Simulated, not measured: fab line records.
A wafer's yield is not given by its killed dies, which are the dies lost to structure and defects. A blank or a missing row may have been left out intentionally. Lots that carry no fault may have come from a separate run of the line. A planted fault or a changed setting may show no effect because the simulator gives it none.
fab line records    flow sky130
record: lots: 5  wafers: 15  last_day: 50
route steps=708 shown CONTACT@424 METAL1@434 PAD_OPEN@708
lots that met no fault: from a run of the same line without faults
start_h: hours from the record's opening day to when the first of the lot's shown wafers began    wait_h: hours elapsed since this lot's preceding step    " the same as in the row above    L1.1+2: one row covering several wafers at once    - no value, or no start given    * or withheld: withheld    < > ~ a bound
route shown NAME@n: NAME is a module with steps in the file, n the number in the route of the first one    usual: mean/standard deviation taken from wafers without a fault    same: alike in all rows    chamber/n: place in a boat    sites: per-site readings    _std_site: standard deviation of those values    _edge_site: outer sites' mean less inner sites'    radius_mm: how far each site lies from the wafer's centre    mask NAME#n: copy n    behind: the most recent tool/chamber to have shaped the wafer    hold: why the lot went on hold/how many hours it stayed there/how the hold came to an end    device: which transistor (n, p or np) failed to switch    end of line: the same wafers' tests at the end of the route    step lacking rows: just its recipe    killed: dies that structure and defects cost at the first sort, which is not the same as the wafer's yield    map: a wafer's dies, marking killed ones x, the rest . and places with no die _
set.NAME: the run value of the setting; set.NAME@STEP: its run value at that earlier step    model.NAME: the simulator's own value behind a step, which no gauge read
certain route steps with their lots: each step a table, each wafer a row
services: a tool's chamber out of use, with start hour (start_h, from the record's first day; less than 0 if before it), hours out, and reason
== steps ==
step: SKY_CONTACT_ETCH_18
recipe: target: Si3N4  chemistry: CHF3/O2  stop_on: TiN  source_w: 600  bias_w: 200  pressure_mtorr: 40  chf3_flow_sccm: 50  O2_flow_sccm: 5  time_s: 39  target_depth_a: 750
usual: drypump_motor_current_A: 5.7/0.43  oes_product_au: 0.855/0.0087  throttle_valve_pct: 8.792/0.0095
lot.wafer  tool         chamber  start_h  wait_h  drypump_motor_current_A  oes_product_au  rf_hours_counter_h  throttle_valve_pct
L731.1     rie_diel-04  0        -        -       6.5                      0.846           11                  8.796
L731.4     "            3        "        "       5.8                      0.861           6                   8.795
L731.6     "            2        "        "       6.0                      0.850           -                   8.790
L744.3     rie_diel-03  1        -        -       5.6                      0.862           3                   8.788
L744.4     "            2        "        "       5.6                      0.859           10                  8.804
L744.6     "            0        "        "       5.1                      0.855           -                   8.811
L746.1     rie_diel-03  1        -        -       5.5                      0.858           3                   8.775
L746.2     "            3        "        "       4.9                      0.854           5                   8.785
L746.4     "            2        "        "       5.6                      0.854           10                  8.793
L747.3     rie_diel-04  1        -        -       5.5                      0.838           18                  8.783
L747.4     "            0        "        "       6.5                      0.855           14                  8.783
L747.5     "            1        "        "       5.5                      0.860           -                   8.792
L752.2     rie_diel-04  1        -        -       5.5                      0.853           20                  8.769
L752.4     "            2        "        "       6.0                      0.851           11                  8.800
L752.5     "            0        "        "       6.4                      0.852           -                   8.790
step: SKY_CONTACT_STRIP_19
recipe: chemistry: O2/N2  power_w: 1400  pressure_mtorr: 1500  platen_temp_c: withheld  o2_flow_sccm: 3000  n2_flow_sccm: 300  overash_fraction: 0.5
usual: drypump_motor_current_A: 6.0/0.52  oes_product_au: 0.380/0.0049  strip_time_to_endpoint_s: 3.609/0.024
same: overash_fraction: 0.5
lot.wafer  tool             chamber  start_h  wait_h  drypump_motor_current_A  oes_product_au  rf_hours_counter_h  strip_time_to_endpoint_s
L731.1     plasma_asher-03  0        763.43   -       5.8                      0.375           68                  3.607
L731.4     "                0        "        "       5.8                      0.378           -                   3.598
L731.6     "                0        "        "       5.8                      0.375           -                   3.574
L744.3     plasma_asher-04  1        828.32   -       6.6                      0.378           -                   3.609
L744.4     "                0        "        "       5.7                      0.382           -                   3.590
L744.6     "                0        "        "       5.7                      0.388           -                   3.625
L746.1     plasma_asher-02  1        843.04   -       6.8                      0.392           41                  3.606
L746.2     "                0        "        "       6.1                      0.380           41                  3.580
L746.4     "                0        "        "       6.1                      0.376           -                   3.621
L747.3     plasma_asher-02  1        860.47   -       6.8                      0.380           -                   3.573
L747.4     "                0        "        "       6.1                      0.384           -                   3.621
L747.5     "                1        "        "       6.9                      0.383           -                   3.595
L752.2     plasma_asher-02  1        892.98   -       6.8                      0.378           46                  3.596
L752.4     "                0        "        "       6.1                      0.386           -                   3.592
L752.5     "                1        "        "       6.8                      0.377           -                   3.635
step: SKY_CONTACT_STRIP_20
recipe: chemistry: post_etch_residue_remover  time_s: 1200  temp_c: 72.5
step: SKY_CONTACT_CLEAN_21
recipe: chemistry: IPA  time_s: 180  temp_c: 25
step: SKY_CONTACT_CLEAN_22
recipe: chemistry: O3/DIW  dry: n2_spin
step: SKY_CONTACT_SPUTTER_23
recipe: material: TiN  target_thk_nm: 20  chamber_pressure_pa: 5  power_w: 4000  time_s: 80
usual: chamber_pressure_pa: 4.999/0.01  throttle_valve_pct: 30.0/1.1
lot.wafer  tool            chamber  start_h  wait_h  chamber_pressure_pa  throttle_valve_pct
L731.1     pvd_sputter-04  -        764.03   0.0     5.004                27.8
L731.4     "               -        "        "       5.005                31.0
L731.6     "               -        "        "       5.002                27.9
L744.3     pvd_sputter-04  -        828.88   0.0     4.999                30.8
L744.4     "               -        "        "       5.006                28.1
L744.6     "               -        "        "       4.989                31.0
L746.1     pvd_sputter-04  -        843.66   0.0     4.992                30.9
L746.2     "               -        "        "       5.003                27.8
L746.4     "               -        "        "       5.002                31.1
L747.3     pvd_sputter-04  -        861.03   0.0     5.008                28.8
L747.4     "               -        "        "       5.004                30.8
L747.5     "               -        "        "       5.003                31.0
L752.2     pvd_sputter-01  -        893.59   0.0     5.001                30.7
L752.4     "               -        "        "       4.992                30.2
L752.5     "               -        "        "       4.983                30.1
step: SKY_CONTACT_CVD_24
recipe: material: W  target_thk_nm: 340  time_s: 102.12  temp_c: 400  pressure_torr: 40
step: SKY_CONTACT_RS_MEAS_25
recipe: thk_meas_gauge: four-point-probe  reads: W_of_CONTACT_CVD_24+TiN_of_CONTACT_SPUTTER_23
usual: CONTACT_W_RS: 0.335/0.0049
lot.wafer  tool           chamber  start_h  wait_h  CONTACT_W_RS[ohm/sq]
L731.1     film_metro-02  -        764.21   0.1     0.334
L731.4     "              -        "        "       0.333
L731.6     "              -        "        "       0.329
L744.3     film_metro-04  -        829.09   0.1     0.339
L744.4     "              -        "        "       0.329
L744.6     "              -        "        "       0.329
L746.1     film_metro-04  -        843.83   0.1     0.336
L746.2     "              -        "        "       0.332
L746.4     "              -        "        "       0.333
L747.3     film_metro-01  -        861.24   0.1     0.327
L747.4     "              -        "        "       0.337
L747.5     "              -        "        "       0.331
L752.2     film_metro-04  -        893.78   0.1     0.332
L752.4     "              -        "        "       0.338
L752.5     "              -        "        "       0.343
step: SKY_CONTACT_THK_MEAS_26
recipe: thk_meas_gauge: xrf  reads: W_of_CONTACT_CVD_24
usual: CONTACT_W_THK: 350/7.5
lot.wafer  tool           chamber  start_h  wait_h  CONTACT_W_THK[nm]
L731.1     film_metro-02  -        764.33   0.1     345
L731.4     "              -        "        "       349
L731.6     "              -        "        "       351
L744.3     film_metro-04  -        829.19   0.1     345
L744.4     "              -        "        "       355
L744.6     "              -        "        "       353
L746.1     film_metro-04  -        843.95   0.1     352
L746.2     "              -        "        "       356
L746.4     "              -        "        "       355
L747.3     film_metro-01  -        861.34   0.1     365
L747.4     "              -        "        "       357
L747.5     "              -        "        "       359
L752.2     film_metro-04  -        893.89   0.1     356
L752.4     "              -        "        "       350
L752.5     "              -        "        "       345
step: SKY_CONTACT_CMP_27
recipe: stop_on: SiO2  t_overpolish_s: 15  down_force_psi: 3.5  platen_rpm: 60  target_thk_nm: 0  pad_velocity_m_s: 0.94248
step: SKY_METAL1_SPUTTER_00
recipe: material: Ti  target_thk_nm: 15  power_w: 3000  time_s: 10  chamber_pressure_pa: 0.4
usual: chamber_pressure_pa: 0.4000/0.00077  throttle_valve_pct: 30.0/0.93
lot.wafer  tool            chamber  start_h  wait_h  chamber_pressure_pa  throttle_valve_pct
L731.1     pvd_sputter-02  -        764.69   0.1     0.4014               30.6
L731.4     "               -        "        "       0.4003               30.4
L731.6     "               -        "        "       0.4006               30.2
L744.3     pvd_sputter-02  -        829.53   0.2     0.3997               30.5
L744.4     "               -        "        "       0.4007               28.8
L744.6     "               -        "        "       0.4006               30.3
L746.1     pvd_sputter-02  -        844.31   0.2     0.4005               30.5
L746.2     "               -        "        "       0.4006               28.9
L746.4     "               -        "        "       0.3990               30.3
L747.3     pvd_sputter-02  -        861.68   0.1     0.3995               30.4
L747.4     "               -        "        "       0.4006               30.4
L747.5     "               -        "        "       0.3999               30.6
L752.2     pvd_sputter-03  -        894.27   0.1     0.3995               30.1
L752.4     "               -        "        "       0.4012               28.9
L752.5     "               -        "        "       0.4006               31.3
step: SKY_METAL1_SPUTTER_01
recipe: material: TiN  target_thk_nm: 20  power_w: 6500  time_s: 16.7  chamber_pressure_pa: 0.4
step: SKY_METAL1_SPUTTER_02
recipe: material: AlCu  target_thk_nm: 250  power_w: 10600  time_s: 13.3  chamber_pressure_pa: 0.4
usual: chamber_pressure_pa: 0.4000/0.00092  throttle_valve_pct: 30.0/0.95
lot.wafer  tool            chamber  start_h  wait_h  chamber_pressure_pa  throttle_valve_pct  model.AlCu_of_METAL1_SPUTTER_02.thk_nm
L731.1     pvd_sputter-02  -        764.73   0.0     0.4003               30.6                247.2
L731.4     "               -        "        "       0.3998               30.3                247.6
L731.6     "               -        "        "       0.3991               30.3                248
L744.3     pvd_sputter-02  -        829.58   0.0     0.3995               30.5                249.2
L744.4     "               -        "        "       0.3990               29.0                247.8
L744.6     "               -        "        "       0.4003               30.6                250.1
L746.1     pvd_sputter-02  -        844.36   0.0     0.4002               30.6                251.4
L746.2     "               -        "        "       0.4001               28.7                248.9
L746.4     "               -        "        "       0.3989               30.6                250.1
L747.3     pvd_sputter-02  -        861.73   0.0     0.4664               28.2                235.3
L747.4     "               -        "        "       0.4673               28.3                235.9
L747.5     "               -        "        "       0.4671               28.4                235.2
L752.2     pvd_sputter-03  -        894.32   0.0     0.4008               30.2                249.8
L752.4     "               -        "        "       0.4003               28.7                248.7
L752.5     "               -        "        "       0.3994               31.6                247.4
step: SKY_METAL1_SPUTTER_03
recipe: material: Ti  target_thk_nm: 5  power_w: 3000  time_s: 3.3  chamber_pressure_pa: 0.4
step: SKY_METAL1_SPUTTER_04
recipe: material: TiN  target_thk_nm: 70  power_w: 6500  time_s: 58.3  chamber_pressure_pa: 0.4
step: SKY_METAL1_RS_MEAS_05
recipe: thk_meas_gauge: four-point-probe  reads: TiN_of_METAL1_SPUTTER_04+Ti_of_METAL1_SPUTTER_03+AlCu_of_METAL1_SPUTTER_02+TiN_of_METAL1_SPUTTER_01+Ti_of_METAL1_SPUTTER_00
usual: METAL1_ALCU_RS: 0.1275/0.0014
lot.wafer  tool           chamber  start_h  wait_h  METAL1_ALCU_RS[ohm/sq]
L731.1     film_metro-02  -        764.83   0.0     0.1278
L731.4     "              -        "        "       0.1280
L731.6     "              -        "        "       0.1276
L744.3     film_metro-04  -        829.71   0.1     0.1272
L744.4     "              -        "        "       0.1283
L744.6     "              -        "        "       0.1267
L746.1     film_metro-03  -        844.45   0.0     0.1260
L746.2     "              -        "        "       0.1273
L746.4     "              -        "        "       0.1269
L747.3     film_metro-04  -        861.86   0.1     0.1362
L747.4     "              -        "        "       0.1359
L747.5     "              -        "        "       0.1363
L752.2     film_metro-02  -        894.43   0.0     0.1263
L752.4     "              -        "        "       0.1270
L752.5     "              -        "        "       0.1279
step: SKY_METAL1_THK_MEAS_06
recipe: thk_meas_gauge: xrf  reads: AlCu_of_METAL1_SPUTTER_02
usual: METAL1_ALCU_THK: 245.8/2.9
lot.wafer  tool           chamber  start_h  wait_h  METAL1_ALCU_THK[nm]
L731.1     film_metro-02  -        764.95   0.1     243.4
L731.4     "              -        "        "       243.3
L731.6     "              -        "        "       244.2
L744.3     film_metro-04  -        829.81   0.1     245.6
L744.4     "              -        "        "       244.3
L744.6     "              -        "        "       246.0
L746.1     film_metro-03  -        844.57   0.1     248.1
L746.2     "              -        "        "       248.5
L746.4     "              -        "        "       248.3
L747.3     film_metro-04  -        861.96   0.1     232.9
L747.4     "              -        "        "       233.2
L747.5     "              -        "        "       231.9
L752.2     film_metro-02  -        894.54   0.1     245.1
L752.4     "              -        "        "       244.6
L752.5     "              -        "        "       243.3
step: SKY_METAL1_DEHYDRATE_07
recipe: temp_c: 200  time_s: 60
step: SKY_METAL1_HMDS_08
recipe: prime_time_s: 60  prime_temp_c: 120
step: SKY_METAL1_COAT_09
recipe: resist: BARC  temp_c: withheld  time_s: withheld  spin_rpm: 3000  resist_thk_nm: 60
step: SKY_METAL1_COAT_10
recipe: resist: KrF-thick  spin_rpm: 3000  resist_thk_nm: 450
step: SKY_METAL1_SOFTBAKE_11
recipe: temp_c: 100  time_s: 90  resist: KrF-thick
step: SKY_METAL1_EXPOSE_12
recipe: mask_id: MM1  na: 0.8  source_shape: annular  sigma_inner: 0.55  sigma_outer: 0.85  target_cd_nm: 140  dose_mj: 28
step: SKY_METAL1_PEB_13
recipe: peb_temp_c: withheld  peb_time_s: withheld  resist: KrF-thick
step: SKY_METAL1_DEVELOP_14
recipe: develop_time_s: 60  resist: KrF-thick  dev_temp_c: 21
step: SKY_METAL1_CD_MEAS_15
recipe: target_cd_nm: 140
usual: cd_nm: 140.6/1.7
lot.wafer  tool       chamber  start_h  wait_h  cd_nm
L731.1     cd_sem-01  -        791.34   -       138.7
L731.4     "          -        "        "       139.3
L731.6     "          -        "        "       138.4
L744.3     cd_sem-01  -        855.89   -       141.5
L744.4     "          -        "        "       141.0
L744.6     "          -        "        "       140.9
L746.1     cd_sem-02  -        870.49   -       140.1
L746.2     "          -        "        "       138.7
L746.4     "          -        "        "       140.0
L747.3     cd_sem-01  -        887.23   -       143.7
L747.4     "          -        "        "       142.4
L747.5     "          -        "        "       142.2
L752.2     cd_sem-02  -        918.96   -       141.1
L752.4     "          -        "        "       141.6
L752.5     "          -        "        "       139.3
step: SKY_METAL1_OVL_MEAS_16
usual: METAL1_OVL: 0/6
lot.wafer  tool        chamber  start_h  wait_h  METAL1_OVL[nm]
L731.1     overlay-02  -        791.46   0.1     4
L731.4     "           -        "        "       1
L731.6     "           -        "        "       7
L744.3     overlay-01  -        855.98   0.1     -5
L744.4     "           -        "        "       -7
L744.6     "           -        "        "       -4
L746.1     overlay-01  -        870.61   0.1     9
L746.2     "           -        "        "       5
L746.4     "           -        "        "       5
L747.3     overlay-01  -        887.33   0.1     3
L747.4     "           -        "        "       8
L747.5     "           -        "        "       0
L752.2     overlay-01  -        919.07   0.1     -7
L752.4     "           -        "        "       -2
L752.5     "           -        "        "       -3
step: SKY_METAL1_DESCUM_17
recipe: chemistry: O2  source_power_w: 150  bias_power_w: 0  pressure_mtorr: 10  temp_c: 40  time_s: 8
step: SKY_METAL1_ETCH_18
recipe: chemistry: N2/H2  target: BARC  ion_energy_ev: 200  bias_w: 100  pressure_mtorr: 30  n2_flow_sccm: 100  h2_flow_sccm: 200  icp_w: 500  stop_on: SiO2  time_s: 45.9  target_depth_a: 600
step: SKY_METAL1_METAL_ETCH_19
recipe: target_depth_a: 3600  stop_on: SiO2  over_etch_frac: 0.3  time_s: 78  chemistry: Cl2/BCl3  resist_sidewall_deg: 88  pressure_mtorr: 10  icp_w: 900  bias_w: 48.5  Cl2_flow_sccm: 60  bcl3_flow_sccm: 30
usual: bcl3_flow_sccm: 30.01/0.084  drypump_motor_current_A: 5.8/0.46  oes_product_au: 0.853/0.0055  throttle_valve_pct: 22.264/0.0093
lot.wafer  tool          chamber  start_h  wait_h  bcl3_flow_sccm  drypump_motor_current_A  oes_product_au  rf_hours_counter_h  throttle_valve_pct  model.METAL1.feature_depth_nm  model.etch.depth_nm
L731.1     rie_metal-01  1        791.59   0.0     30.09           6.4                      0.856           12                  22.260              357.9                          357.9
L731.4     "             0        "        "       29.94           6.0                      0.848           -                   22.262              357.6                          357.6
L731.6     "             0        "        "       29.98           6.0                      0.856           -                   22.268              358.2                          358.2
L744.3     rie_metal-01  0        856.13   0.1     30.02           6.0                      0.840           -                   22.263              359.3                          359.3
L744.4     "             1        "        "       29.92           6.4                      0.862           -                   22.262              357.6                          357.6
L744.6     "             1        "        "       29.88           6.4                      0.852           -                   22.273              360.2                          360.2
L746.1     rie_metal-01  0        870.74   0.0     30.05           6.0                      0.852           6                   22.260              361.6                          361.6
L746.2     "             1        "        "       29.98           6.4                      0.852           15                  22.260              357.9                          357.9
L746.4     "             1        "        "       30.03           6.4                      0.859           -                   22.256              359.6                          359.6
L747.3     rie_metal-02  1        887.47   0.1     29.99           5.7                      0.856           -                   22.272              364.9                          364.9
L747.4     "             0        "        "       29.96           5.0                      0.858           -                   22.265              365.9                          365.9
L747.5     "             1        "        "       29.85           5.7                      0.863           -                   22.258              365.3                          365.3
L752.2     rie_metal-03  1        919.19   0.0     30.01           5.9                      0.855           6                   22.254              360.5                          360.5
L752.4     "             0        "        "       30.00           5.5                      0.853           -                   22.273              359.4                          359.4
L752.5     "             0        "        "       30.03           5.5                      0.850           -                   22.255              358.2                          358.2
step: SKY_METAL1_STRIP_20
recipe: chemistry: O2/N2  power_w: 1400  pressure_mtorr: 1500  platen_temp_c: withheld  o2_flow_sccm: 3000  n2_flow_sccm: 300  overash_fraction: 0.5
usual: drypump_motor_current_A: 5.9/0.42  oes_product_au: 0.342/0.0048  strip_time_to_endpoint_s: 2.68/0.035
same: overash_fraction: 0.5
lot.wafer  tool             chamber  start_h  wait_h  drypump_motor_current_A  oes_product_au  rf_hours_counter_h  strip_time_to_endpoint_s
L731.1     plasma_asher-03  0        791.68   0.1     5.8                      0.339           71                  2.62
L731.4     "                1        "        "       5.3                      0.344           -                   2.71
L731.6     "                0        "        "       5.8                      0.348           -                   2.67
L744.3     plasma_asher-01  0        856.22   0.1     6.1                      0.342           -                   2.69
L744.4     "                1        "        "       5.5                      0.339           -                   2.61
L744.6     "                0        "        "       6.1                      0.339           -                   2.63
L746.1     plasma_asher-04  1        870.83   0.1     6.5                      0.341           107                 2.67
L746.2     "                0        "        "       5.7                      0.338           107                 2.60
L746.4     "                1        "        "       6.6                      0.346           -                   2.63
L747.3     plasma_asher-04  0        887.57   0.1     5.7                      0.344           -                   2.75
L747.4     "                1        "        "       6.6                      0.346           -                   2.71
L747.5     "                0        "        "       5.7                      0.348           -                   2.74
L752.2     plasma_asher-01  1        919.28   0.1     5.6                      0.341           17                  2.71
L752.4     "                0        "        "       6.1                      0.338           -                   2.71
L752.5     "                1        "        "       5.6                      0.337           -                   2.73
step: SKY_PAD_OPEN_PROBE_99
usual: defect_limited_yield: 82.4/2  killed_at_M0_to_M3: 44/7.4  killed_at_M4_up: 3.0/1.6  killed_at_contacts: 24/5  killed_at_front_end: 15/4.6  killed_at_other: 0.4/0.65  killed_dies: 86/9.6  killed_open: 48/7.4  killed_short: 38/6.9  sort_bin_3_pad_short: 0.9/0.43  sort_bin_5_function: 10.4/1.3  sort_bin_6_memory: 6.3/1.2  sort_n_pass: 406/9.6  sort_yield_pct: 82.4/2
same: gross_dies: 492  killed_at_back_side: 0  sort_bin_4_leakage[%]: 0  sort_bin_8_speed[%]: 0
lot.wafer  tool       chamber  start_h  wait_h  defect_limited_yield[%]  killed_at_M0_to_M3  killed_at_M4_up  killed_at_contacts  killed_at_front_end  killed_at_other  killed_dies  killed_open  killed_short  sort_bin_3_pad_short[%]  sort_bin_5_function[%]  sort_bin_6_memory[%]  sort_n_pass  sort_yield_pct[%]  model.etest.met1.line_ohm_um  model.etest.met1.rs_ohm_sq
L731.1     prober-02  -        1093.15  0.1     82.5                     38                  5                29                  14                   0                86           47           39            0.6                      10.8                    6.1                   406          82.5               0.9667                        0.1301
L731.4     prober-02  -        1093.30  0.2     80.7                     50                  2                24                  19                   0                95           53           41            0.6                      10.8                    7.9                   397          80.7               0.9421                        0.1299
L731.6     prober-02  -        1093.40  0.2     82.7                     44                  0                26                  15                   0                85           43           42            1.0                      11.0                    5.3                   407          82.7               0.9486                        0.1293
L744.3     prober-02  -        1146.37  0.2     81.1                     48                  5                25                  15                   0                93           57           36            0.6                      11.2                    7.1                   399          81.1               0.9333                        0.129
L744.4     prober-02  -        1146.42  0.2     83.1                     36                  5                24                  18                   0                83           47           36            1.0                      9.1                     6.7                   409          83.1               0.9511                        0.1318
L744.6     prober-02  -        1146.52  0.2     84.1                     34                  2                25                  16                   1                78           44           34            0.6                      9.1                     6.1                   414          84.1               0.9438                        0.1281
L746.1     prober-02  -        1155.81  0.1     81.5                     49                  4                27                  10                   1                91           47           44            0.6                      12.0                    5.9                   401          81.5               0.909                         0.1272
L746.2     prober-02  -        1155.86  0.1     85.4                     40                  1                21                  9                    1                72           51           20            0.8                      9.1                     4.7                   420          85.4               0.9279                        0.1284
L746.4     prober-02  -        1155.96  0.2     81.5                     49                  3                22                  17                   0                91           50           40            0.8                      11.6                    6.1                   401          81.5               0.9172                        0.1272
L747.3     prober-01  -        1168.16  0.2     82.7                     48                  3                25                  9                    0                85           49           36            0.6                      10.8                    5.9                   407          82.7               0.9558                        0.1367
L747.4     prober-01  -        1168.21  0.2     81.9                     47                  1                36                  5                    0                89           52           36            0.8                      10.8                    6.5                   403          81.9               0.9711                        0.1377
L747.5     prober-01  -        1168.26  0.2     80.9                     52                  3                29                  9                    1                94           49           42            0.8                      10.2                    8.1                   398          80.9               0.9567                        0.1364
L752.2     prober-02  -        1188.23  0.1     81.9                     44                  1                24                  20                   0                89           49           40            1.4                      10.0                    6.7                   403          81.9               0.8964                        0.127
L752.4     prober-02  -        1188.33  0.2     82.7                     39                  4                27                  15                   0                85           39           46            1.6                      8.5                     7.1                   407          82.7               0.915                         0.1287
L752.5     prober-02  -        1188.38  0.2     80.5                     51                  3                34                  8                    0                96           55           41            0.4                      11.2                    7.9                   396          80.5               0.9404                        0.1286
killed by level:class
L731.1 CONTACT:geometric_particle:open=12 VIA1:geometric_particle:open=10 FIELD_ISO:geometric_particle:short=8 LI_CONTACT:geometric_particle:open=6 VIA3:geometric_particle:open=6 VIA1:geometric_particle:short=6 CONTACT:geometric_particle:short=5 VIA2:geometric_particle:open=5
L731.4 CONTACT:geometric_particle:open=12 VIA2:geometric_particle:open=10 VIA3:geometric_particle:open=10 VIA1:geometric_particle:open=8 METAL1:geometric_particle:short=6 POLY_GATE:geometric_particle:open=5 CONTACT:geometric_particle:short=5 POLY_GATE:geometric_particle:short=4
L731.6 CONTACT:geometric_particle:open=12 VIA3:geometric_particle:open=9 METAL1:geometric_particle:short=8 VIA1:geometric_particle:short=6 POLY_GATE:geometric_particle:short=5 LI_CONTACT:geometric_particle:open=5 CONTACT:geometric_particle:short=5 VIA1:geometric_particle:open=5
L744.3 VIA1:geometric_particle:open=13 CONTACT:geometric_particle:open=11 VIA3:geometric_particle:open=9 VIA2:geometric_particle:open=8 METAL1:geometric_particle:short=5 CONTACT:geometric_particle:short=5 FIELD_ISO:geometric_particle:open=4 FIELD_ISO:geometric_particle:short=3
L744.4 VIA1:geometric_particle:open=10 CONTACT:geometric_particle:open=8 LI_CONTACT:geometric_particle:open=6 VIA2:geometric_particle:short=6 LI_CONTACT:geometric_particle:short=5 SONOS_ONO:geometric_particle:open=4 CONTACT:geometric_particle:short=4 VIA2:geometric_particle:open=4
L744.6 VIA1:geometric_particle:open=11 CONTACT:geometric_particle:open=8 FIELD_ISO:geometric_particle:short=6 LI_CONTACT:geometric_particle:open=5 VIA3:geometric_particle:open=5 POLY_GATE:geometric_particle:open=4 LI_CONTACT:geometric_particle:short=4 LOCAL_INTERCONNECT:geometric_particle:short=4
L746.1 VIA1:geometric_particle:open=15 CONTACT:geometric_particle:open=11 METAL2:geometric_particle:short=9 VIA1:geometric_particle:short=7 LI_CONTACT:geometric_particle:open=5 LOCAL_INTERCONNECT:geometric_particle:short=5 METAL1:geometric_particle:short=5 CONTACT:geometric_particle:short=4
L746.2 VIA3:geometric_particle:open=12 VIA1:geometric_particle:open=9 VIA2:geometric_particle:open=8 CONTACT:geometric_particle:open=7 LI_CONTACT:geometric_particle:open=5 CONTACT:geometric_particle:short=4 FIELD_ISO:geometric_particle:open=3 LOCAL_INTERCONNECT:geometric_particle:short=3
L746.4 VIA1:geometric_particle:open=12 FIELD_ISO:geometric_particle:open=8 LI_CONTACT:geometric_particle:open=8 VIA3:geometric_particle:open=6 CONTACT:geometric_particle:open=5 VIA2:geometric_particle:open=5 METAL2:geometric_particle:short=5 VIA2:geometric_particle:short=5
L747.3 VIA2:geometric_particle:open=10 VIA1:geometric_particle:open=9 CONTACT:geometric_particle:open=8 LI_CONTACT:geometric_particle:open=7 VIA3:geometric_particle:open=6 METAL2:geometric_particle:short=5 VIA1:geometric_particle:short=4 VIA3:geometric_particle:short=4
L747.4 VIA1:geometric_particle:open=16 CONTACT:geometric_particle:open=14 LI_CONTACT:geometric_particle:open=8 METAL1:geometric_particle:short=7 VIA1:geometric_particle:short=6 CONTACT:geometric_particle:short=5 VIA2:geometric_particle:open=5 VIA3:geometric_particle:open=5
L747.5 VIA3:geometric_particle:open=10 CONTACT:geometric_particle:open=10 LI_CONTACT:geometric_particle:open=7 VIA1:geometric_particle:open=7 LOCAL_INTERCONNECT:geometric_particle:short=6 VIA2:geometric_particle:open=6 METAL1:geometric_particle:short=5 VIA1:geometric_particle:short=5
L752.2 VIA1:geometric_particle:open=16 CONTACT:geometric_particle:open=8 POLY_GATE:geometric_particle:open=6 POLY_GATE:geometric_particle:short=6 VIA2:geometric_particle:open=6 LI_CONTACT:geometric_particle:open=6 VIA1:geometric_particle:short=6 METAL2:geometric_particle:short=6
L752.4 CONTACT:geometric_particle:open=8 VIA1:geometric_particle:open=8 FIELD_ISO:geometric_particle:short=6 LI_CONTACT:geometric_particle:open=6 CONTACT:geometric_particle:short=6 METAL2:geometric_particle:short=6 VIA2:geometric_particle:open=5 METAL3:geometric_particle:short=4
L752.5 CONTACT:geometric_particle:open=15 VIA1:geometric_particle:open=14 CONTACT:geometric_particle:short=8 VIA1:geometric_particle:short=8 LI_CONTACT:geometric_particle:open=6 METAL2:geometric_particle:short=5 VIA2:geometric_particle:open=4 VIA2:geometric_particle:short=4
== services ==
tool             chamber  start_h  hours  kind
plasma_asher-01  -        747.17   3.6    repair
rie_metal-01     -        747.51   0.3    repair
plasma_asher-01  0        747.95   -      clean
plasma_asher-01  1        747.95   -      clean
rie_diel-03      0        755.57   5.6    repair
pvd_sputter-04   -        760.20   1.0    repair
pvd_sputter-04   -        767.44   0.7    repair
rie_diel-04      -        794.10   0.5    repair
plasma_asher-04  -        797.57   4.3    pm
pvd_sputter-02   -        812.79   4.9    repair
rie_metal-03     -        814.19   0.5    repair
pvd_sputter-01   -        818.10   1.1    repair
pvd_sputter-03   0        821.79   -      consumable_replace:kit
plasma_asher-02  -        830.95   2.8    pm
plasma_asher-01  -        838.78   2.8    pm
pvd_sputter-04   -        850.81   1.7    repair
rie_diel-04      -        854.78   1.1    repair
rie_diel-03      3        865.36   1.8    repair
plasma_asher-04  -        897.30   12.7   repair
pvd_sputter-01   -        909.97   2.6    repair
rie_diel-03      -        910.67   0.5    repair
pvd_sputter-04   0        912.03   -      consumable_replace:kit
pvd_sputter-04   0        912.03   18.0   scheduled_down
pvd_sputter-04   0        912.03   18.0   vent_cycle
== key ==
first_sign: step: SKY_METAL1_SPUTTER_02  reading: chamber_pressure_pa  direction: up  sigmas: 73  usual: 0.4000  struck: 0.4669
effect: step: SKY_METAL1_RS_MEAS_05  reading: METAL1_ALCU_RS  direction: up  sigmas: 6.2  usual: 0.1275  struck: 0.1361
effect: step: SKY_METAL1_THK_MEAS_06  reading: METAL1_ALCU_THK  direction: down  sigmas: 4.5  usual: 245.8  struck: 232.6
model_effect: step: SKY_METAL1_SPUTTER_02  value: AlCu_of_METAL1_SPUTTER_02.thk_nm  without: 244.1  struck: 235.4
model_effect: step: SKY_METAL1_METAL_ETCH_19  value: METAL1.feature_depth_nm  without: 354.1  struck: 365.4
model_effect: step: SKY_PAD_OPEN_PROBE_99  value: etest.met1.line_ohm_um  without: 0.926  struck: 0.9612
met_at SKY_METAL1_SPUTTER_02
struck_wafers L747.3,L747.4,L747.5
onset_between 844.36 861.73
fault: kind: process_parameter_drift  tool: pvd_sputter-02  chamber: -  onset_h: 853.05  steps: SKY_METAL1_SPUTTER_02  channel: chamber_pressure_pa  offset: 0.067643  shape: step  acts_in: these_recipes_only  stated: 0.4
